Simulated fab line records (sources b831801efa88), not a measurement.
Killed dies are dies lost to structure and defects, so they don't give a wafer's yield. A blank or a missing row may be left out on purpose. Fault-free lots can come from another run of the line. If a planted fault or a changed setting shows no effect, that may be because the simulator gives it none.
fab line records	flow gf180mcu
[record] lots = 24	wafers = 72	lastDay = 34
route steps=602 shown STI@13 LVPWELL@64 PSD@255 V2@397 V3@443 TOP_METAL@570
lots that met no fault: from a run of the same line without faults
startH: start of the lot's first displayed wafer, in hours after the record's first day	waitH: hours elapsed since this lot's preceding step	" unchanged from the row above	L1.1+2: a single row standing in for several wafers	- either no value or no given start	* or withheld: withheld	< > ~ a bound
route shown NAME@n: NAME is a module with steps in the file, n the number in the route of the first one	usual: the fault-free wafers' mean and standard deviation	same: alike in all rows	chamber/n: place in a boat	sites: the reading at each site	_std_site: their standard deviation	_edge_site: outer sites' mean less inner sites'	radiusMm: how far each site lies from the wafer's centre	mask NAME#n: copy n	behind: tool/chamber where the wafer was last shaped	hold: what put the lot on hold/how long, in hours/how the hold closed	device: names the non-switching transistor (n, p or np)	end of line: tests of these same wafers at the route's end	step lacking rows: just its recipe	killed: count of dies lost to structure and defects at first sort (not the wafer's yield)	map: shows each die of a wafer: x if killed, . if not, _ if none is there
set.NAME: the setting as run; set.NAME@STEP: as run at that earlier step	model.NAME: the simulator's own value behind a step, which no gauge read
steps of the route over a sample of lots; a table a step, a row a wafer
services: a tool's chamber out of use, with start hour (startH, from the record's first day; less than 0 if before it), hours out, and reason
[[steps]]
[step GF_STI_CD_MEAS_12]
[recipe] targetCdNm = 220
[usual] cdNm = 219.9/1.2
lot.wafer	tool	chamber	startH	waitH	cdNm
L074.1	cdSem-02	-	26.12	0.1	220.6
L074.2	"	-	"	"	219.9
L074.3	"	-	"	"	219.8
L075.3	cdSem-02	-	30.16	0.1	219.7
L075.4	"	-	"	"	220.7
L075.6	"	-	"	"	220.4
L076.2	cdSem-02	-	35.79	0.1	217.4
L076.3	"	-	"	"	218.1
L076.6	"	-	"	"	218.6
L077.1	cdSem-01	-	41.21	0.1	216.2
L077.2	"	-	"	"	217.6
L077.5	"	-	"	"	217.1
L078.2	cdSem-02	-	45.73	0.1	220.7
L078.3	"	-	"	"	220.9
L078.6	"	-	"	"	222.3
L079.1	cdSem-02	-	50.61	0.1	219.3
L079.4	"	-	"	"	221.0
L079.6	"	-	"	"	221.4
L080.1	cdSem-01	-	56.92	0.1	221.3
L080.3	"	-	"	"	221.3
L080.5	"	-	"	"	221.1
L081.1	cdSem-02	-	65.22	0.1	218.5
L081.2	"	-	"	"	220.3
L081.3	"	-	"	"	220.0
L082.1	cdSem-01	-	70.32	0.1	221.4
L082.4	"	-	"	"	219.1
L082.6	"	-	"	"	219.1
L083.4	cdSem-02	-	74.47	0.1	219.3
L083.5	"	-	"	"	219.3
L083.6	"	-	"	"	219.8
L084.1	cdSem-01	-	76.06	0.1	220.2
L084.3	"	-	"	"	221.5
L084.6	"	-	"	"	220.5
L085.2	cdSem-01	-	81.29	0.1	220.1
L085.3	"	-	"	"	218.8
L085.5	"	-	"	"	218.5
L086.2	cdSem-02	-	87.46	0.1	221.2
L086.3	"	-	"	"	218.7
L086.5	"	-	"	"	219.9
L087.1	cdSem-01	-	92.22	0.1	219.4
L087.4	"	-	"	"	219.3
L087.6	"	-	"	"	219.3
L088.3	cdSem-02	-	97.72	0.1	219.1
L088.4	"	-	"	"	218.3
L088.5	"	-	"	"	219.3
L089.2	cdSem-01	-	102.39	0.1	218.3
L089.5	"	-	"	"	219.2
L089.6	"	-	"	"	218.1
L090.1	cdSem-01	-	107.96	0.1	220.6
L090.2	"	-	"	"	220.8
L090.4	"	-	"	"	219.5
L091.3	cdSem-01	-	113.40	0.1	221.5
L091.4	"	-	"	"	220.6
L091.6	"	-	"	"	221.5
L092.2	cdSem-02	-	117.94	0.1	220.5
L092.3	"	-	"	"	220.8
L092.4	"	-	"	"	220.9
L093.2	cdSem-02	-	123.20	0.1	220.4
L093.3	"	-	"	"	220.0
L093.4	"	-	"	"	220.6
L094.2	cdSem-02	-	127.69	0.1	220.8
L094.5	"	-	"	"	220.7
L094.6	"	-	"	"	220.3
L095.2	cdSem-01	-	133.63	0.1	221.8
L095.5	"	-	"	"	219.9
L095.6	"	-	"	"	221.0
L096.1	cdSem-02	-	138.26	0.1	219.6
L096.3	"	-	"	"	220.0
L096.5	"	-	"	"	220.9
L097.1	cdSem-01	-	146.88	0.1	220.6
L097.2	"	-	"	"	220.7
L097.5	"	-	"	"	220.1
[step GF_LVPWELL_STRIP_10]
[recipe] chemistry = O2/N2	powerW = 1400	pressureMtorr = 1500	platenTempC = 250	o2FlowSccm = 3000	n2FlowSccm = 300	overashFraction = 0.5
[usual] chamberPressureMTorr = 1500.2/1.4	drypumpMotorCurrentA = 5.87/0.27	heaterPowerW = 325/30	oesProductAu = 0.722/0.0041	platenTempC = 250.00/0.19	stripTimeToEndpointS = 36.90/0.095
[same] overashFraction = 0.5
lot.wafer	tool	chamber	startH	waitH	chamberPressureMTorr	drypumpMotorCurrentA	heaterPowerW	oesProductAu	platenTempC	rfHoursCounterH	stripTimeToEndpointS
L074.1	plasmaAsher-03	0	67.30	0.1	1499.0	6.03	306	0.725	250.29	26	36.98
L074.2	"	1	"	"	1499.7	5.88	292	0.727	249.84	26	36.92
L074.3	"	1	"	"	1500.7	5.88	299	0.724	250.17	-	36.88
L075.3	plasmaAsher-04	0	73.48	0.1	1501.5	5.49	346	0.721	250.06	-	36.96
L075.4	"	1	"	"	1499.4	6.37	369	0.723	249.70	-	36.93
L075.6	"	1	"	"	1499.6	6.36	369	0.726	249.82	-	36.88
L076.2	plasmaAsher-04	0	80.18	0.1	1500.5	5.46	341	0.718	249.83	42	36.88
L076.3	"	1	"	"	1500.2	6.32	370	0.724	249.90	-	36.79
L076.6	"	1	"	"	1501.6	6.35	361	0.715	250.06	-	36.72
L077.1	plasmaAsher-04	0	90.10	0.1	1502.3	5.48	337	0.729	250.38	43	36.82
L077.2	"	1	"	"	1498.7	6.35	356	0.718	250.05	43	36.77
L077.5	"	0	"	"	1500.4	5.49	351	0.722	249.76	-	36.90
L078.2	plasmaAsher-03	0	98.83	0.1	1499.1	5.99	319	0.722	250.02	30	37.15
L078.3	"	1	"	"	1500.0	5.88	292	0.724	250.22	-	37.06
L078.6	"	0	"	"	1500.2	6.01	315	0.723	249.80	-	37.00
L079.1	plasmaAsher-02	0	99.26	0.1	1499.5	5.46	375	0.722	249.89	45	36.81
L079.4	"	1	"	"	1498.6	5.81	325	0.721	250.33	-	36.81
L079.6	"	1	"	"	1501.1	5.84	318	0.723	250.14	-	36.88
L080.1	plasmaAsher-04	0	103.08	0.1	1497.9	5.47	349	0.722	250.04	45	36.88
L080.3	"	0	"	"	1500.4	5.49	356	0.716	250.16	-	36.93
L080.5	"	0	"	"	1497.9	5.47	348	0.721	250.24	-	36.96
L081.1	plasmaAsher-03	0	112.10	0.1	1500.3	6.01	316	0.729	250.12	31	37.11
L081.2	"	1	"	"	1499.2	5.91	293	0.724	249.77	31	36.94
L081.3	"	1	"	"	1500.4	5.85	289	0.716	249.91	-	37.15
L082.1	plasmaAsher-02	1	117.43	0.1	1501.6	5.84	326	0.721	250.12	47	36.81
L082.4	"	1	"	"	1497.8	5.85	325	0.724	250.10	-	36.98
L082.6	"	1	"	"	1498.9	5.86	329	0.723	249.98	-	36.84
L083.4	plasmaAsher-02	1	123.48	0.1	1497.9	5.83	328	0.718	250.05	-	37.00
L083.5	"	1	"	"	1499.2	5.83	326	0.722	250.23	-	37.10
L083.6	"	0	"	"	1499.1	5.42	370	0.730	249.65	-	37.00
L084.1	plasmaAsher-03	1	126.03	0.1	1502.0	5.87	286	0.733	250.28	33	36.87
L084.3	"	1	"	"	1497.9	5.86	295	0.722	250.24	-	36.98
L084.6	"	1	"	"	1502.4	5.87	282	0.719	250.07	-	36.94
L085.2	plasmaAsher-03	0	130.06	0.1	1500.9	5.99	312	0.721	249.78	34	36.93
L085.3	"	0	"	"	1501.3	5.98	319	0.715	249.64	-	37.00
L085.5	"	0	"	"	1500.1	6.00	316	0.720	249.57	-	36.99
L086.2	plasmaAsher-03	1	137.76	0.1	1503.0	5.86	300	0.720	249.88	34	37.08
L086.3	"	0	"	"	1501.7	6.00	317	0.724	249.80	-	36.97
L086.5	"	0	"	"	1499.6	6.04	309	0.719	249.82	-	36.97
L087.1	plasmaAsher-04	1	142.36	0.1	1497.7	6.35	364	0.721	249.92	49	36.96
L087.4	"	0	"	"	1499.5	5.47	355	0.717	250.12	-	37.00
L087.6	"	1	"	"	1500.3	6.35	354	0.721	250.06	-	37.08
L088.3	plasmaAsher-03	0	148.23	0.1	1501.2	5.98	317	0.717	249.80	-	36.93
L088.4	"	1	"	"	1500.9	5.91	289	0.728	249.91	-	36.83
L088.5	"	0	"	"	1498.7	6.02	315	0.729	249.77	-	36.79
L089.2	plasmaAsher-02	0	152.80	0.1	1497.7	5.44	380	0.723	250.00	51	36.95
L089.5	"	1	"	"	1499.2	5.82	325	0.721	249.94	-	36.87
L089.6	"	0	"	"	1499.9	5.44	375	0.727	249.94	-	37.03
L090.1	plasmaAsher-03	0	159.68	0.1	1499.5	5.98	306	0.722	249.92	37	36.70
L090.2	"	1	"	"	1500.7	5.90	288	0.724	249.82	37	36.83
L090.4	"	1	"	"	1499.1	5.86	285	0.728	250.11	-	36.83
L091.3	plasmaAsher-03	0	164.54	0.1	1500.5	6.01	308	0.717	250.33	-	36.85
L091.4	"	1	"	"	1500.9	5.85	290	0.726	249.77	-	36.93
L091.6	"	1	"	"	1500.1	5.88	288	0.725	249.91	-	36.85
L092.2	plasmaAsher-02	1	170.70	0.1	1499.6	5.83	320	0.722	249.91	53	36.85
L092.3	"	0	"	"	1501.5	5.44	370	0.722	250.29	-	36.80
L092.4	"	1	"	"	1503.5	5.84	328	0.722	249.89	-	36.97
L093.2	plasmaAsher-03	1	176.48	0.1	1499.5	5.88	297	0.716	250.21	38	36.66
L093.3	"	0	"	"	1500.3	6.01	317	0.723	250.04	-	36.82
L093.4	"	1	"	"	1498.2	5.86	281	0.725	249.95	-	36.72
L094.2	plasmaAsher-04	1	182.90	0.1	1501.8	6.34	361	0.719	250.14	54	36.79
L094.5	"	0	"	"	1501.8	5.46	346	0.719	249.92	-	36.84
L094.6	"	1	"	"	1502.4	6.37	370	0.718	250.05	-	36.83
L095.2	plasmaAsher-03	1	188.40	0.1	1500.5	5.87	289	0.731	250.10	39	37.00
L095.5	"	0	"	"	1498.5	5.98	309	0.728	249.84	-	36.91
L095.6	"	1	"	"	1498.8	5.89	301	0.720	250.02	-	36.94
L096.1	plasmaAsher-03	0	191.80	0.1	1499.5	6.02	321	0.727	249.91	40	36.97
L096.3	"	0	"	"	1502.2	6.02	321	0.718	249.85	-	36.74
L096.5	"	0	"	"	1502.9	5.99	312	0.718	249.77	-	36.82
L097.1	plasmaAsher-03	1	202.55	0.1	1501.7	5.85	286	0.724	249.93	41	37.02
L097.2	"	0	"	"	1501.2	5.99	315	0.724	250.13	41	36.96
L097.5	"	0	"	"	1500.4	6.00	312	0.723	250.30	-	36.94
[step GF_PSD_CD_MEAS_07]
[recipe] targetCdNm = 400
[usual] cdNm = 399.8/1.8
lot.wafer	tool	chamber	startH	waitH	cdNm
L074.1	cdSem-01	-	319.92	0.1	396.6
L074.2	"	-	"	"	398.1
L074.3	"	-	"	"	399.5
L075.3	cdSem-01	-	324.45	0.1	400.7
L075.4	"	-	"	"	402.9
L075.6	"	-	"	"	402.4
L076.2	cdSem-01	-	332.58	0.1	397.6
L076.3	"	-	"	"	398.5
L076.6	"	-	"	"	399.0
L077.1	cdSem-01	-	350.16	0.2	402.9
L077.2	"	-	"	"	401.9
L077.5	"	-	"	"	400.9
L078.2	cdSem-02	-	359.63	0.1	398.5
L078.3	"	-	"	"	399.2
L078.6	"	-	"	"	396.5
L079.1	cdSem-01	-	362.67	0.1	400.1
L079.4	"	-	"	"	396.7
L079.6	"	-	"	"	401.4
L080.1	cdSem-01	-	367.49	0.1	399.8
L080.3	"	-	"	"	401.0
L080.5	"	-	"	"	402.3
L081.1	cdSem-01	-	381.59	0.1	399.0
L081.2	"	-	"	"	397.4
L081.3	"	-	"	"	399.2
L082.1	cdSem-02	-	391.59	0.1	401.3
L082.4	"	-	"	"	400.7
L082.6	"	-	"	"	401.5
L083.4	cdSem-02	-	399.97	0.1	396.2
L083.5	"	-	"	"	394.6
L083.6	"	-	"	"	395.4
L084.1	cdSem-01	-	403.41	0.1	400.4
L084.3	"	-	"	"	399.2
L084.6	"	-	"	"	400.0
L085.2	cdSem-01	-	408.48	0.1	400.8
L085.3	"	-	"	"	398.8
L085.5	"	-	"	"	401.4
L086.2	cdSem-02	-	421.68	0.1	398.5
L086.3	"	-	"	"	400.5
L086.5	"	-	"	"	400.1
L087.1	cdSem-02	-	429.61	0.1	399.7
L087.4	"	-	"	"	400.1
L087.6	"	-	"	"	398.8
L088.3	cdSem-02	-	439.15	0.1	396.9
L088.4	"	-	"	"	399.0
L088.5	"	-	"	"	397.8
L089.2	cdSem-01	-	447.36	0.1	403.2
L089.5	"	-	"	"	399.6
L089.6	"	-	"	"	401.6
L090.1	cdSem-02	-	455.36	0.1	397.5
L090.2	"	-	"	"	396.6
L090.4	"	-	"	"	398.8
L091.3	cdSem-01	-	462.68	0.1	397.6
L091.4	"	-	"	"	400.1
L091.6	"	-	"	"	398.4
L092.2	cdSem-01	-	470.51	0.1	400.6
L092.3	"	-	"	"	398.6
L092.4	"	-	"	"	400.6
L093.2	cdSem-02	-	479.63	0.1	401.5
L093.3	"	-	"	"	401.8
L093.4	"	-	"	"	403.8
L094.2	cdSem-02	-	486.08	0.1	399.1
L094.5	"	-	"	"	402.0
L094.6	"	-	"	"	401.2
L095.2	cdSem-02	-	497.51	0.1	401.1
L095.5	"	-	"	"	400.1
L095.6	"	-	"	"	398.5
L096.1	cdSem-02	-	501.29	0.1	397.6
L096.3	"	-	"	"	400.3
L096.5	"	-	"	"	397.7
L097.1	cdSem-02	-	514.76	0.1	402.3
L097.2	"	-	"	"	399.3
L097.5	"	-	"	"	400.2
[step GF_V2_OVL_MEAS_15]
[usual] V2_OVL = 0/6.6
lot.wafer	tool	chamber	startH	waitH	V2_OVL[nm]
L074.1	overlay-01	-	464.35	0.1	-3
L074.2	"	-	"	"	5
L074.3	"	-	"	"	-3
L075.3	overlay-01	-	469.80	0.1	-5
L075.4	"	-	"	"	-6
L075.6	"	-	"	"	-7
L076.2	overlay-01	-	479.44	0.1	3
L076.3	"	-	"	"	2
L076.6	"	-	"	"	13
L077.1	overlay-02	-	500.00	0.1	-1
L077.2	"	-	"	"	-1
L077.5	"	-	"	"	4
L078.2	overlay-02	-	510.70	0.1	-20
L078.3	"	-	"	"	7
L078.6	"	-	"	"	-13
L079.1	overlay-02	-	513.91	0.1	2
L079.4	"	-	"	"	6
L079.6	"	-	"	"	0
L080.1	overlay-01	-	518.98	0.1	4
L080.3	"	-	"	"	0
L080.5	"	-	"	"	9
L081.1	overlay-02	-	532.41	0.1	13
L081.2	"	-	"	"	15
L081.3	"	-	"	"	14
L082.1	overlay-02	-	541.66	0.1	0
L082.4	"	-	"	"	-7
L082.6	"	-	"	"	-20
L083.4	overlay-02	-	550.26	0.1	2
L083.5	"	-	"	"	-1
L083.6	"	-	"	"	8
L084.1	overlay-02	-	554.41	0.1	-10
L084.3	"	-	"	"	-3
L084.6	"	-	"	"	0
L085.2	overlay-01	-	557.25	0.1	3
L085.3	"	-	"	"	-1
L085.5	"	-	"	"	-5
L086.2	overlay-02	-	577.92	0.1	-8
L086.3	"	-	"	"	6
L086.5	"	-	"	"	5
L087.1	overlay-02	-	579.63	0.1	-3
L087.4	"	-	"	"	-5
L087.6	"	-	"	"	-7
L088.3	overlay-02	-	585.97	0.1	-1
L088.4	"	-	"	"	5
L088.5	"	-	"	"	5
L089.2	overlay-02	-	593.17	0.1	3
L089.5	"	-	"	"	-5
L089.6	"	-	"	"	6
L090.1	overlay-02	-	602.21	0.1	-5
L090.2	"	-	"	"	0
L090.4	"	-	"	"	7
L091.3	overlay-01	-	605.74	0.1	1
L091.4	"	-	"	"	5
L091.6	"	-	"	"	3
L092.2	overlay-01	-	621.97	0.1	2
L092.3	"	-	"	"	-5
L092.4	"	-	"	"	-4
L093.2	overlay-01	-	624.25	0.1	-2
L093.3	"	-	"	"	5
L093.4	"	-	"	"	2
L094.2	overlay-02	-	627.47	0.1	-11
L094.5	"	-	"	"	-6
L094.6	"	-	"	"	-4
L095.2	overlay-01	-	634.85	0.1	13
L095.5	"	-	"	"	8
L095.6	"	-	"	"	18
L096.1	overlay-02	-	639.78	0.1	7
L096.3	"	-	"	"	5
L096.5	"	-	"	"	7
L097.1	overlay-02	-	651.18	0.1	-3
L097.2	"	-	"	"	-10
L097.5	"	-	"	"	-8
[step GF_V3_CD_MEAS_14]
[recipe] targetCdNm = 260
[usual] cdNm = 259.9/1.4
lot.wafer	tool	chamber	startH	waitH	cdNm
L074.1	cdSem-01	-	515.39	0.1	259.8
L074.2	"	-	"	"	259.9
L074.3	"	-	"	"	259.6
L075.3	cdSem-02	-	520.50	0.1	260.0
L075.4	"	-	"	"	260.6
L075.6	"	-	"	"	260.2
L076.2	cdSem-02	-	529.93	0.1	258.3
L076.3	"	-	"	"	258.3
L076.6	"	-	"	"	259.3
L077.1	cdSem-01	-	548.86	0.1	259.7
L077.2	"	-	"	"	261.0
L077.5	"	-	"	"	260.1
L078.2	cdSem-01	-	557.93	0.1	260.2
L078.3	"	-	"	"	260.2
L078.6	"	-	"	"	260.9
L079.1	cdSem-02	-	576.01	0.1	259.8
L079.4	"	-	"	"	261.6
L079.6	"	-	"	"	260.6
L080.1	cdSem-01	-	576.14	0.1	257.7
L080.3	"	-	"	"	258.4
L080.5	"	-	"	"	256.9
L081.1	cdSem-01	-	579.86	0.1	259.8
L081.2	"	-	"	"	258.1
L081.3	"	-	"	"	259.2
L082.1	cdSem-02	-	586.41	0.1	260.4
L082.4	"	-	"	"	260.7
L082.6	"	-	"	"	260.8
L083.4	cdSem-02	-	596.30	0.1	260.4
L083.5	"	-	"	"	260.0
L083.6	"	-	"	"	261.2
L084.1	cdSem-01	-	602.11	0.1	262.5
L084.3	"	-	"	"	262.7
L084.6	"	-	"	"	262.8
L085.2	cdSem-01	-	603.41	0.1	257.0
L085.3	"	-	"	"	256.1
L085.5	"	-	"	"	256.3
L086.2	cdSem-02	-	623.53	0.1	260.0
L086.3	"	-	"	"	259.2
L086.5	"	-	"	"	258.3
L087.1	cdSem-02	-	624.69	0.1	260.7
L087.4	"	-	"	"	259.8
L087.6	"	-	"	"	260.1
L088.3	cdSem-01	-	630.18	0.1	258.3
L088.4	"	-	"	"	259.5
L088.5	"	-	"	"	258.2
L089.2	cdSem-01	-	636.98	0.1	260.3
L089.5	"	-	"	"	260.7
L089.6	"	-	"	"	261.7
L090.1	cdSem-01	-	646.54	0.1	260.4
L090.2	"	-	"	"	261.5
L090.4	"	-	"	"	260.8
L091.3	cdSem-02	-	649.65	0.1	261.0
L091.4	"	-	"	"	260.1
L091.6	"	-	"	"	259.8
L092.2	cdSem-01	-	665.08	0.1	259.7
L092.3	"	-	"	"	260.7
L092.4	"	-	"	"	259.3
L093.2	cdSem-01	-	666.68	0.1	258.5
L093.3	"	-	"	"	261.8
L093.4	"	-	"	"	261.7
L094.2	cdSem-01	-	669.66	0.1	260.2
L094.5	"	-	"	"	260.7
L094.6	"	-	"	"	260.1
L095.2	cdSem-01	-	676.78	0.1	260.1
L095.5	"	-	"	"	260.2
L095.6	"	-	"	"	260.2
L096.1	cdSem-01	-	681.49	0.1	259.3
L096.3	"	-	"	"	260.5
L096.5	"	-	"	"	258.6
L097.1	cdSem-02	-	691.96	0.1	261.5
L097.2	"	-	"	"	262.1
L097.5	"	-	"	"	262.2
[step GF_TOP_METAL_SPUTTER_03]
[recipe] material = Ti	targetThkNm = 5	substrateTempC = 300	chamberPressurePa = 0.3	powerW = 3000	timeS = 3.3
[usual] throttleValvePct = 30.3/0.88
[same] timeS = 3.3
lot.wafer	tool	chamber	startH	waitH	throttleValvePct
L074.1	pvdSputter-03	-	643.52	0.0	31.8
L074.2	"	-	"	"	29.9
L074.3	"	-	"	"	30.1
L075.3	pvdSputter-01	-	644.40	0.0	31.1
L075.4	"	-	"	"	29.2
L075.6	"	-	"	"	31.2
L076.2	pvdSputter-02	-	646.32	0.0	29.9
L076.3	"	-	"	"	30.7
L076.6	"	-	"	"	29.9
L077.1	pvdSputter-01	-	661.05	0.0	29.5
L077.2	"	-	"	"	29.8
L077.5	"	-	"	"	29.2
L078.2	pvdSputter-01	-	670.10	0.0	29.3
L078.3	"	-	"	"	31.2
L078.6	"	-	"	"	29.9
L079.1	pvdSputter-01	-	685.57	0.0	29.8
L079.4	"	-	"	"	29.8
L079.6	"	-	"	"	31.0
L080.1	pvdSputter-03	-	687.32	0.0	29.9
L080.3	"	-	"	"	30.1
L080.5	"	-	"	"	30.4
L081.1	pvdSputter-01	-	689.53	0.0	31.3
L081.2	"	-	"	"	29.5
L081.3	"	-	"	"	28.8
L082.1	pvdSputter-02	-	697.07	0.0	30.3
L082.4	"	-	"	"	30.0
L082.6	"	-	"	"	30.3
L083.4	pvdSputter-03	-	703.68	0.0	30.1
L083.5	"	-	"	"	30.1
L083.6	"	-	"	"	30.3
L084.1	pvdSputter-03	-	708.38	0.0	29.9
L084.3	"	-	"	"	30.3
L084.6	"	-	"	"	30.5
L085.2	pvdSputter-01	-	711.53	0.0	31.2
L085.3	"	-	"	"	28.9
L085.5	"	-	"	"	31.4
L086.2	pvdSputter-02	-	726.66	0.0	31.9
L086.3	"	-	"	"	30.6
L086.5	"	-	"	"	30.3
L087.1	pvdSputter-02	-	729.27	0.0	30.6
L087.4	"	-	"	"	31.6
L087.6	"	-	"	"	30.7
L088.3	pvdSputter-01	-	733.72	0.0	31.6
L088.4	"	-	"	"	29.2
L088.5	"	-	"	"	29.0
L089.2	pvdSputter-01	-	739.32	0.0	31.2
L089.5	"	-	"	"	29.7
L089.6	"	-	"	"	29.1
L090.1	pvdSputter-02	-	746.43	0.0	30.4
L090.2	"	-	"	"	30.6
L090.4	"	-	"	"	29.6
L091.3	pvdSputter-02	-	750.98	0.0	30.3
L091.4	"	-	"	"	31.7
L091.6	"	-	"	"	29.8
L092.2	pvdSputter-01	-	763.27	0.0	31.2
L092.3	"	-	"	"	29.2
L092.4	"	-	"	"	29.4
L093.2	pvdSputter-03	-	765.32	0.0	30.1
L093.3	"	-	"	"	31.9
L093.4	"	-	"	"	30.4
L094.2	pvdSputter-01	-	767.64	0.0	29.7
L094.5	"	-	"	"	29.8
L094.6	"	-	"	"	29.6
L095.2	pvdSputter-02	-	774.03	0.0	30.1
L095.5	"	-	"	"	32.1
L095.6	"	-	"	"	30.5
L096.1	pvdSputter-01	-	777.33	0.0	29.2
L096.3	"	-	"	"	31.4
L096.5	"	-	"	"	31.4
L097.1	pvdSputter-02	-	787.92	0.0	29.7
L097.2	"	-	"	"	31.9
L097.5	"	-	"	"	32.1
[[services]]
tool	chamber	startH	hours	kind
pvdSputter-02	-	47.80	12.2	repair
plasmaAsher-02	-	73.39	1.2	repair
pvdSputter-02	-	76.93	2.5	repair
plasmaAsher-04	-	81.21	0.7	repair
plasmaAsher-02	-	105.82	0.8	repair
plasmaAsher-04	-	197.53	2.8	pm
plasmaAsher-02	-	243.16	22.2	repair
pvdSputter-03	-	258.06	0.8	repair
pvdSputter-02	-	260.93	1.0	repair
plasmaAsher-03	-	345.01	2.8	pm
plasmaAsher-02	-	421.25	9.0	pm
pvdSputter-03	-	485.76	4.1	repair
pvdSputter-01	-	539.58	2.1	repair
plasmaAsher-03	-	564.07	11.2	pm
pvdSputter-03	-	565.80	0.5	repair
pvdSputter-01	-	572.49	0.8	repair
plasmaAsher-03	-	584.41	3.0	repair
plasmaAsher-03	-	635.02	24.0	repair
pvdSputter-03	-	673.34	1.7	repair
plasmaAsher-02	-	681.69	3.1	repair
plasmaAsher-02	-	687.86	1.9	repair
plasmaAsher-02	-	709.11	14.6	pm
pvdSputter-01	-	712.47	1.2	repair
plasmaAsher-04	-	733.84	9.0	pm
[[key]]
fault none
